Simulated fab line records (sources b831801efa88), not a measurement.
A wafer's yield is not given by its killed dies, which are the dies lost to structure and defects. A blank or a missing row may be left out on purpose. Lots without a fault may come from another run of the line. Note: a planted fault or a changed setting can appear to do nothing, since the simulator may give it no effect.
The tool behind it: which one?	flow sky130	17 wafers from 6 lots sampled at 3 of the route's 708 steps

WHAT THE GAUGES SHOWED, per wafer
SKY_VIA1_THK_MEAS_01.
lot	measured	on	VIA1_HDPCVD_THK (nm)
L339	day 33 21:46	film-metro-02	1021 1030 999
L343	day 35 10:25	film-metro-01	1027 1021 1012
L344	day 36 01:38	film-metro-01	1025 1024 1027
L348	day 36 16:47	film-metro-02	1017 1039 1054
L350	day 37 07:21	film-metro-03	1024 1016 1013
L357	day 39 08:58	film-metro-01	1026 946

EACH LOT AND THE TOOL THAT RAN IT (in order: tool; ch and the chambers of the sampled wafers; start)
lot	SKY_SONOS_ONO_STRIP_17	SKY_VIA1_HDPCVD_00
L339	plasma-asher-01 ch 0, day 13 15:51	hdpcvd-02 ch 0,1,2, day 33 21:39
L343	plasma-asher-04 ch 0, day 15 04:55	hdpcvd-02 ch 0,1, day 35 10:18
L344	plasma-asher-03 ch 0, day 15 18:38	hdpcvd-02 ch 0,1, day 36 01:27
L348	plasma-asher-03 ch 0,1, day 16 13:14	hdpcvd-02 ch 0,1, day 36 16:40
L350	plasma-asher-01 ch 0,1, day 17 08:04	hdpcvd-01 ch 0,1,2, day 37 07:16
L357	plasma-asher-04 ch 0,1, day 19 21:41	hdpcvd-02 ch 0,2, day 39 08:50
- SKY_SONOS_ONO_STRIP_17: strips in O2/N2.
- SKY_VIA1_HDPCVD_00: deposits SiO2, target thk 1030 nm, time 171.7 s.

THE ANSWER, worked out from the rows above alone
Rule: usual is defined by the lots themselves. Put in order of their means at a reading, lots are off if they are a third of the lots or fewer, leave a main group of 4 or more, and stand apart from it by a gap of 3 or more times the standard deviation of the main group's means; of several such gaps the widest counts. If all means in a main group match to the digits the tables above print for the reading, that group is not used. Also off: a lot with no number at a reading for which 4 or more lots have one. Where the step has rows for the other lots, those lots are counted as sound.
Off: L357, seen at SKY_VIA1_THK_MEAS_01 (VIA1_HDPCVD_THK). The main group: mean 1023 nm, standard deviation 7.3.
If a tool, at a process step before that reading, ran all the lots that are off and no sound lot after the first of them, it fits. Gauges at SKY_VIA1_THK_MEAS_01: tried the same way as those tools. Can't be told from this: 3 tools fit, plasma-asher-04 at SKY_SONOS_ONO_STRIP_17, hdpcvd-02 at SKY_VIA1_HDPCVD_00, film-metro-01 at SKY_VIA1_THK_MEAS_01.

WHAT WAS PUT IN BY THE SIMULATOR
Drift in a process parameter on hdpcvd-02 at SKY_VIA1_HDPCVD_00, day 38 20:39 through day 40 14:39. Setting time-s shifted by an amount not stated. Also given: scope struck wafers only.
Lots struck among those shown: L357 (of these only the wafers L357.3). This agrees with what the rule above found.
